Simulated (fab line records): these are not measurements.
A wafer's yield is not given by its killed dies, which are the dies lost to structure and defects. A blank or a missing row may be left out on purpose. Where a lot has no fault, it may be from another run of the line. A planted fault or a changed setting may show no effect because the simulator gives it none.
fab line records	flow sky130
record: lots: 12	wafers: 36	lastDay: 50
route steps=708 shown FIELD_ISO@18 PWDE@53 VT_ADJUST_HVTP@92 PAD_OPEN@708
lots with no fault: from the same line, run without faults
startH: hours from the record's opening day to when the first of the lot's shown wafers began	waitH: time in hours since the lot's previous step	" same as the row above	L1.1+2: one row covering several wafers at once	- value missing, or start not given	* or withheld: withheld	< > ~ a bound
route shown NAME@n: names a module that has steps shown in the file, with the first one's number in the route	usual: average and standard deviation across the fault-free wafers	same: alike in all rows	chamber/n: place in a boat	sites: the reading at each site	_std_site: standard deviation across them	_edge_site: outer sites' mean less inner sites'	radiusMm: for every site, how far away it sits from the centre of the wafer	mask NAME#n: copy n	behind: tool/chamber where the wafer was last shaped	hold: cause of the lot's hold/its duration in hours/its outcome	device: transistor that didn't switch, given as n, p or np	end of line: tests of these same wafers at the route's end	step lacking rows: just its recipe	killed: not the wafer's yield, but the dies lost to structure and defects at the first sort	map: the dies of a wafer, with x for killed, . for not killed, _ for no die there
set.NAME: the setting that was run; set.NAME@STEP: the one run at that earlier step	model.NAME: the simulator's own value behind a step, which no gauge read
steps of the route over a sample of lots; a table a step, a row a wafer
services: from which hour (startH, from the record's first day; less than 0 if before it) a tool's chamber was out of use, for how many hours, and why
== steps ==
step: SKY_FIELD_ISO_ETCH_17
recipe: targetDepthA: 3420	maskMaterial: Si3N4	chemistry: HBr/Cl2/O2	target: Si	taperDeg: 5	icpW: 600	biasW: 150	pressureMtorr: 15	HBr_flow_sccm: 150	Cl2_flow_sccm: 40	O2_flow_sccm: 6	timeS: 97.7
usual: drypumpMotorCurrentA: 6.03/0.29	oesProductAu: 1.012/0.018	throttleValvePct: 25.649/0.014
lot.wafer	tool	chamber	startH	waitH	drypumpMotorCurrentA	oesProductAu	rfHoursCounterH	throttleValvePct
L771.1	rieSi-02	3	35.46	0.1	5.55	0.995	2	25.663
L771.4	"	0	"	"	6.44	0.985	130	25.666
L771.5	"	2	"	"	6.55	1.025	-	25.635
L772.1	rieSi-01	0	39.53	0.1	5.91	1.047	3	25.640
L772.2	"	2	"	"	6.01	1.002	91	25.637
L772.4	"	3	"	"	5.72	1.018	139	25.646
L773.1	rieSi-02	1	44.20	0.1	6.05	1.013	125	25.644
L773.4	"	2	"	"	6.57	1.033	136	25.632
L773.6	"	1	"	"	6.05	1.013	-	25.638
L774.1	rieSi-01	0	50.15	0.1	5.87	1.033	3	25.635
L774.3	"	3	"	"	5.76	1.031	139	25.645
L774.6	"	1	"	"	6.12	1.013	-	25.649
L775.1	rieSi-01	3	56.10	0.1	5.73	1.038	139	25.644
L775.4	"	0	"	"	5.95	1.035	3	25.643
L775.6	"	2	"	"	5.98	0.996	-	25.650
L776.1	rieSi-01	1	62.50	0.1	6.14	1.016	128	25.645
L776.2	"	2	"	"	6.01	0.990	92	25.650
L776.6	"	0	"	"	5.90	1.041	-	25.629
L777.1	rieSi-02	2	65.43	0.1	6.55	1.024	137	25.629
L777.4	"	1	"	"	6.07	1.022	126	25.651
L777.5	"	0	"	"	6.44	0.997	-	25.666
L778.3	rieSi-01	2	70.53	0.0	5.95	0.990	92	25.657
L778.5	"	3	"	"	5.77	1.024	-	25.647
L778.6	"	0	"	"	5.88	1.039	-	25.637
L788.1	rieSi-02	2	124.53	0.1	6.57	1.017	137	25.651
L788.4	"	0	"	"	6.45	0.991	131	25.658
L788.5	"	1	"	"	6.11	1.016	-	25.648
L790.1	rieSi-02	1	134.01	0.1	6.05	1.016	126	25.660
L790.4	"	2	"	"	6.55	1.024	137	25.655
L790.5	"	1	"	"	6.06	1.021	-	25.649
L791.2	rieSi-01	0	138.70	0.1	5.88	1.035	4	25.647
L791.4	"	2	"	"	6.02	0.986	-	25.663
L791.5	"	0	"	"	5.85	1.026	-	25.645
L792.1	rieSi-01	1	144.25	0.1	6.14	1.000	129	25.644
L792.2	"	2	"	"	6.01	0.987	92	25.664
L792.3	"	0	"	"	5.88	1.021	4	25.618
step: SKY_FIELD_ISO_THK_MEAS_25
recipe: reads: SiO2_of_FIELD_ISO_CVD_24
usual: FIELD_ISO_CVD_24_THK: 593/8.3
lot.wafer	tool	chamber	startH	waitH	FIELD_ISO_CVD_24_THK[nm]
L771.1	filmMetro-01	-	38.57	0.0	575
L771.4	"	-	"	"	599
L771.5	"	-	"	"	600
L772.1	filmMetro-04	-	41.96	0.0	598
L772.2	"	-	"	"	588
L772.4	"	-	"	"	576
L773.1	filmMetro-04	-	45.98	0.0	578
L773.4	"	-	"	"	592
L773.6	"	-	"	"	586
L774.1	filmMetro-01	-	52.47	0.0	580
L774.3	"	-	"	"	601
L774.6	"	-	"	"	586
L775.1	filmMetro-02	-	57.74	0.0	606
L775.4	"	-	"	"	605
L775.6	"	-	"	"	590
L776.1	filmMetro-01	-	64.88	0.0	596
L776.2	"	-	"	"	587
L776.6	"	-	"	"	580
L777.1	filmMetro-01	-	67.74	0.0	592
L777.4	"	-	"	"	591
L777.5	"	-	"	"	591
L778.3	filmMetro-01	-	72.47	0.1	588
L778.5	"	-	"	"	589
L778.6	"	-	"	"	598
L788.1	filmMetro-02	-	126.18	0.0	603
L788.4	"	-	"	"	604
L788.5	"	-	"	"	583
L790.1	filmMetro-04	-	137.26	0.0	595
L790.4	"	-	"	"	593
L790.5	"	-	"	"	582
L791.2	filmMetro-02	-	141.29	0.0	602
L791.4	"	-	"	"	598
L791.5	"	-	"	"	583
L792.1	filmMetro-04	-	146.14	0.0	597
L792.2	"	-	"	"	601
L792.3	"	-	"	"	591
step: SKY_PWDE_IMPLANT_08
recipe: species: B	energyKev: 150	doseCm2: 3.6e+12	tiltDeg: withheld
usual: doseIonsCm2: 3.601e+12/3.9e+09
lot.wafer	tool	chamber	startH	waitH	doseIonsCm2
L771.1	implanter-01	0	77.21	0.0	3.601e+12
L771.4	"	0	"	"	3.593e+12
L771.5	"	0	"	"	3.599e+12
L772.1	implanter-01	0	80.16	0.0	3.601e+12
L772.2	"	0	"	"	3.598e+12
L772.4	"	0	"	"	3.604e+12
L773.1	implanter-03	0	83.11	0.0	3.599e+12
L773.4	"	0	"	"	3.604e+12
L773.6	"	0	"	"	3.597e+12
L774.1	implanter-01	0	89.21	0.0	3.601e+12
L774.3	"	0	"	"	3.601e+12
L774.6	"	0	"	"	3.598e+12
L775.1	implanter-03	0	96.47	0.0	3.599e+12
L775.4	"	0	"	"	3.603e+12
L775.6	"	0	"	"	3.596e+12
L776.1	implanter-03	0	103.57	0.0	3.602e+12
L776.2	"	0	"	"	3.602e+12
L776.6	"	0	"	"	3.606e+12
L777.1	implanter-03	0	107.54	0.0	3.598e+12
L777.4	"	0	"	"	3.6e+12
L777.5	"	0	"	"	3.6e+12
L778.3	implanter-03	0	110.71	0.1	3.598e+12
L778.5	"	0	"	"	3.598e+12
L778.6	"	0	"	"	3.597e+12
L788.1	implanter-01	0	171.74	0.0	3.598e+12
L788.4	"	0	"	"	3.596e+12
L788.5	"	0	"	"	3.595e+12
L790.1	implanter-01	0	182.99	0.0	3.608e+12
L790.4	"	0	"	"	3.614e+12
L790.5	"	0	"	"	3.608e+12
L791.2	implanter-01	0	187.76	0.0	3.595e+12
L791.4	"	0	"	"	3.595e+12
L791.5	"	0	"	"	3.597e+12
L792.1	implanter-04	0	192.39	0.0	3.596e+12
L792.2	"	0	"	"	3.604e+12
L792.3	"	0	"	"	3.598e+12
step: SKY_PWDE_TW_MEAS_10
usual: PWDE_TW: 372.0/2
lot.wafer	tool	chamber	startH	waitH	PWDE_TW
L771.1	filmMetro-01	-	77.46	0.1	369.8
L771.4	"	-	"	"	373.6
L771.5	"	-	"	"	371.4
L772.1	filmMetro-01	-	80.41	0.1	369.9
L772.2	"	-	"	"	372.7
L772.4	"	-	"	"	370.2
L773.1	filmMetro-01	-	83.36	0.1	370.7
L773.4	"	-	"	"	371.1
L773.6	"	-	"	"	369.0
L774.1	filmMetro-01	-	89.46	0.1	373.7
L774.3	"	-	"	"	369.2
L774.6	"	-	"	"	371.0
L775.1	filmMetro-01	-	96.72	0.1	374.9
L775.4	"	-	"	"	373.2
L775.6	"	-	"	"	375.6
L776.1	filmMetro-03	-	103.82	0.1	372.5
L776.2	"	-	"	"	372.6
L776.6	"	-	"	"	372.1
L777.1	filmMetro-03	-	107.79	0.1	371.4
L777.4	"	-	"	"	371.9
L777.5	"	-	"	"	369.3
L778.3	filmMetro-03	-	110.93	0.1	364.1
L778.5	"	-	"	"	362.9
L778.6	"	-	"	"	362.6
L788.1	filmMetro-01	-	171.99	0.1	372.4
L788.4	"	-	"	"	371.0
L788.5	"	-	"	"	370.9
L790.1	filmMetro-03	-	183.24	0.1	369.3
L790.4	"	-	"	"	369.6
L790.5	"	-	"	"	369.3
L791.2	filmMetro-01	-	188.00	0.1	370.2
L791.4	"	-	"	"	370.3
L791.5	"	-	"	"	371.7
L792.1	filmMetro-01	-	192.64	0.1	372.7
L792.2	"	-	"	"	371.8
L792.3	"	-	"	"	374.5
step: SKY_NWELL_RS_MEAS_31
recipe: thkMeasGauge: four-point-probe
usual: PWDE_RS: 5278/18
lot.wafer	tool	chamber	startH	waitH	PWDE_RS[ohm/sq]
L771.1	filmMetro-04	-	113.59	0.1	5278
L771.4	"	-	"	"	5306
L771.5	"	-	"	"	5307
L772.1	filmMetro-03	-	115.79	0.1	5277
L772.2	"	-	"	"	5285
L772.4	"	-	"	"	5298
L773.1	filmMetro-03	-	119.87	0.1	5269
L773.4	"	-	"	"	5268
L773.6	"	-	"	"	5280
L774.1	filmMetro-03	-	126.14	0.1	5272
L774.3	"	-	"	"	5291
L774.6	"	-	"	"	5284
L775.1	filmMetro-01	-	133.50	0.1	5264
L775.4	"	-	"	"	5268
L775.6	"	-	"	"	5266
L776.1	filmMetro-04	-	141.19	0.1	5271
L776.2	"	-	"	"	5278
L776.6	"	-	"	"	5285
L777.1	filmMetro-04	-	145.22	0.1	5258
L777.4	"	-	"	"	5242
L777.5	"	-	"	"	5259
L778.3	filmMetro-01	-	149.43	0.1	5610
L778.5	"	-	"	"	5600
L778.6	"	-	"	"	5591
L788.1	filmMetro-01	-	217.29	0.1	5276
L788.4	"	-	"	"	5293
L788.5	"	-	"	"	5297
L790.1	filmMetro-03	-	229.09	0.1	5296
L790.4	"	-	"	"	5274
L790.5	"	-	"	"	5299
L791.2	filmMetro-01	-	233.49	0.1	5254
L791.4	"	-	"	"	5261
L791.5	"	-	"	"	5265
L792.1	filmMetro-01	-	238.29	0.1	5286
L792.2	"	-	"	"	5283
L792.3	"	-	"	"	5279
step: SKY_VT_ADJUST_HVTP_CD_MEAS_07
recipe: targetCdNm: 380
usual: cdNm: 380.7/2.7
lot.wafer	tool	chamber	startH	waitH	cdNm
L771.1	cdSem-01	-	131.23	0.1	381.0
L771.4	"	-	"	"	381.2
L771.5	"	-	"	"	380.8
L772.1	cdSem-01	-	133.86	0.1	383.0
L772.2	"	-	"	"	385.6
L772.4	"	-	"	"	384.9
L773.1	cdSem-02	-	137.26	0.1	379.9
L773.4	"	-	"	"	382.4
L773.6	"	-	"	"	381.2
L774.1	cdSem-02	-	144.23	0.1	376.4
L774.3	"	-	"	"	380.3
L774.6	"	-	"	"	378.3
L775.1	cdSem-01	-	152.53	0.1	379.7
L775.4	"	-	"	"	378.6
L775.6	"	-	"	"	381.4
L776.1	cdSem-02	-	160.83	0.1	383.6
L776.2	"	-	"	"	383.9
L776.6	"	-	"	"	384.4
L777.1	cdSem-01	-	165.29	0.1	382.3
L777.4	"	-	"	"	380.4
L777.5	"	-	"	"	380.9
L778.3	cdSem-01	-	168.73	0.1	377.4
L778.5	"	-	"	"	375.9
L778.6	"	-	"	"	376.5
L788.1	cdSem-01	-	239.71	0.1	376.4
L788.4	"	-	"	"	377.5
L788.5	"	-	"	"	378.0
L790.1	cdSem-02	-	251.28	0.1	387.8
L790.4	"	-	"	"	385.8
L790.5	"	-	"	"	387.0
L791.2	cdSem-02	-	256.43	0.1	380.2
L791.4	"	-	"	"	380.5
L791.5	"	-	"	"	381.4
L792.1	cdSem-01	-	260.73	0.1	382.1
L792.2	"	-	"	"	383.1
L792.3	"	-	"	"	383.2
step: SKY_PAD_OPEN_PROBE_99
usual: killed_at_M0_to_M3: 43/6.7	killed_at_M4_up: 3.1/1.9	killedAtContacts: 25/5	killedAtFrontEnd: 15/4	killedAtOther: 0.4/0.69	killedDies: 87/9.2	killedOpen: 46/7.1	killedShort: 40/6.8
same: grossDies: 492	killedAtBackSide: 0
lot.wafer	tool	chamber	startH	waitH	killed_at_M0_to_M3	killed_at_M4_up	killedAtContacts	killedAtFrontEnd	killedAtOther	killedDies	killedOpen	killedShort
L775.1	prober-02	-	1116.12	0.1	48	1	19	14	0	82	41	41
L775.4	prober-02	-	1116.27	0.2	48	2	30	17	0	97	52	45
L775.6	prober-02	-	1116.37	0.2	51	2	24	19	0	96	48	48
L777.1	prober-02	-	1124.52	0.1	54	3	26	12	1	96	55	41
L777.4	prober-02	-	1124.67	0.2	38	5	27	17	0	87	48	39
L777.5	prober-02	-	1124.72	0.2	34	4	29	14	0	81	57	24
L778.3	prober-01	-	1127.06	0.2	39	4	26	22	0	91	58	33
L778.5	prober-01	-	1127.16	0.2	33	6	19	15	0	73	43	29
L778.6	prober-01	-	1127.21	0.2	40	4	26	18	0	88	52	36
L788.1	prober-01	-	1183.97	0.1	38	0	32	11	0	81	53	26
L788.4	prober-01	-	1184.12	0.2	45	4	30	13	0	92	43	48
L788.5	prober-01	-	1184.17	0.2	37	1	25	10	1	74	45	29
killed by level:class
L775.1 VIA2:geometricParticle:short=8 LI_CONTACT:geometricParticle:open=8 METAL1:geometricParticle:short=8 VIA2:geometricParticle:open=7 VIA3:geometricParticle:open=7 VIA1:geometricParticle:open=7 METAL2:geometricParticle:short=5 POLY_GATE:geometricParticle:short=4
L775.4 VIA1:geometricParticle:open=14 LI_CONTACT:geometricParticle:open=10 CONTACT:geometricParticle:open=9 CONTACT:geometricParticle:short=8 VIA1:geometricParticle:short=7 METAL2:geometricParticle:short=7 VIA2:geometricParticle:open=7 FIELD_ISO:geometricParticle:short=6
L775.6 VIA3:geometricParticle:open=10 METAL1:geometricParticle:short=9 VIA1:geometricParticle:open=8 CONTACT:geometricParticle:open=7 CONTACT:geometricParticle:short=7 METAL2:geometricParticle:short=7 VIA2:geometricParticle:open=6 LI_CONTACT:geometricParticle:open=5
L777.1 VIA1:geometricParticle:open=15 LI_CONTACT:geometricParticle:open=10 CONTACT:geometricParticle:open=9 VIA2:geometricParticle:open=9 VIA1:geometricParticle:short=7 METAL2:geometricParticle:short=6 VIA3:geometricParticle:open=5 POLY_GATE:geometricParticle:open=4
L777.4 VIA1:geometricParticle:open=10 FIELD_ISO:geometricParticle:short=8 CONTACT:geometricParticle:open=8 VIA2:geometricParticle:open=8 LI_CONTACT:geometricParticle:open=7 LI_CONTACT:geometricParticle:short=6 CONTACT:geometricParticle:short=6 METAL2:geometricParticle:short=6
L777.5 VIA2:geometricParticle:open=11 LI_CONTACT:geometricParticle:open=10 CONTACT:geometricParticle:open=10 VIA1:geometricParticle:open=9 POLY_GATE:geometricParticle:open=5 LI_CONTACT:geometricParticle:short=5 VIA3:geometricParticle:open=5 FIELD_ISO:geometricParticle:short=4
L778.3 CONTACT:geometricParticle:open=12 VIA1:geometricParticle:open=12 VIA3:geometricParticle:open=6 FIELD_ISO:geometricParticle:open=5 LI_CONTACT:geometricParticle:open=5 METAL1:geometricParticle:short=5 FIELD_ISO:geometricParticle:short=4 POLY_GATE:geometricParticle:short=4
L778.5 VIA1:geometricParticle:open=8 CONTACT:geometricParticle:open=8 POLY_GATE:geometricParticle:short=7 VIA2:geometricParticle:open=6 LI_CONTACT:geometricParticle:open=5 VIA3:geometricParticle:open=4 POLY_GATE:geometricParticle:open=3 METAL1:geometricParticle:short=3
L778.6 VIA1:geometricParticle:open=15 CONTACT:geometricParticle:open=13 METAL1:geometricParticle:short=5 LI_CONTACT:geometricParticle:open=5 FIELD_ISO:geometricParticle:short=4 POLY_GATE:geometricParticle:open=4 LI_CONTACT:geometricParticle:short=4 VIA1:geometricParticle:short=4
L788.1 VIA1:geometricParticle:open=13 LI_CONTACT:geometricParticle:open=12 CONTACT:geometricParticle:open=10 VIA3:geometricParticle:open=6 METAL1:geometricParticle:short=6 CONTACT:geometricParticle:short=5 VIA2:geometricParticle:open=5 FIELD_ISO:geometricParticle:short=4
L788.4 LI_CONTACT:geometricParticle:open=9 VIA1:geometricParticle:open=8 VIA3:geometricParticle:open=8 METAL2:geometricParticle:short=8 CONTACT:geometricParticle:open=7 CONTACT:geometricParticle:short=5 SPACER:geometricParticle:short=4 LOCAL_INTERCONNECT:geometricParticle:short=4
L788.5 CONTACT:geometricParticle:open=11 VIA3:geometricParticle:open=10 METAL1:geometricParticle:short=8 LI_CONTACT:geometricParticle:open=7 VIA2:geometricParticle:open=5 FIELD_ISO:geometricParticle:open=4 CONTACT:geometricParticle:short=4 METAL2:geometricParticle:short=4
== services ==
tool	chamber	startH	hours	kind
implanter-04	-	18.43	84.7	repair
implanter-01	-	31.56	3.2	pm
rieSi-01	-	51.45	2.8	pm
rieSi-01	-	65.77	3.4	repair
rieSi-02	1	66.59	5.6	repair
implanter-03	-	67.96	6.9	repair
implanter-03	-	71.91	1.8	repair
rieSi-01	0	99.73	8.0	repair
implanter-04	-	103.13	4.9	pm
implanter-03	-	107.77	1.8	repair
rieSi-01	3	124.87	-	clean
rieSi-01	3	124.87	23.3	scheduledDown
rieSi-01	3	124.87	23.3	ventCycle
implanter-01	-	133.50	16.3	pm
rieSi-02	2	138.07	-	clean
rieSi-02	2	138.07	25.2	scheduledDown
rieSi-02	2	138.07	25.2	ventCycle
implanter-04	-	152.97	2.3	repair
implanter-04	-	155.06	1.6	repair
implanter-03	-	156.45	1.9	repair
implanter-01	-	173.06	1.4	repair
rieSi-01	1	173.56	-	clean
rieSi-01	1	173.56	16.6	scheduledDown
rieSi-01	1	173.56	16.6	ventCycle
== key ==
firstSign: step: SKY_PWDE_TW_MEAS_10	reading: PWDE_TW	direction: down	sigmas: 4.5	usual: 372.0	struck: 363.2
effect: step: SKY_NWELL_RS_MEAS_31	reading: PWDE_RS	direction: up	sigmas: 18	usual: 5278	struck: 5600
metAt SKY_PWDE_IMPLANT_08
struckLots L778
testerLeftOut L778
notActingAt SKY_FIELD_ISO_ETCH_17,SKY_FIELD_ISO_THK_MEAS_25,SKY_VT_ADJUST_HVTP_CD_MEAS_07
onsetBetween 107.54 110.71
fault: kind: processParameterDrift	tool: implanter-03	chamber: -	onsetH: 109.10	steps: SKY_PWDE_IMPLANT_08	channel: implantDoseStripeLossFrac	offset: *	shape: step	endH: 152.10
testerLeftOut: of these lots the tester's yield and bins aren't shown, on N5 and GAA mostly nor the transistor test; their killed dies are dies lost to structure and defects alone, not to doping, threshold or leakage, so they don't give the yield
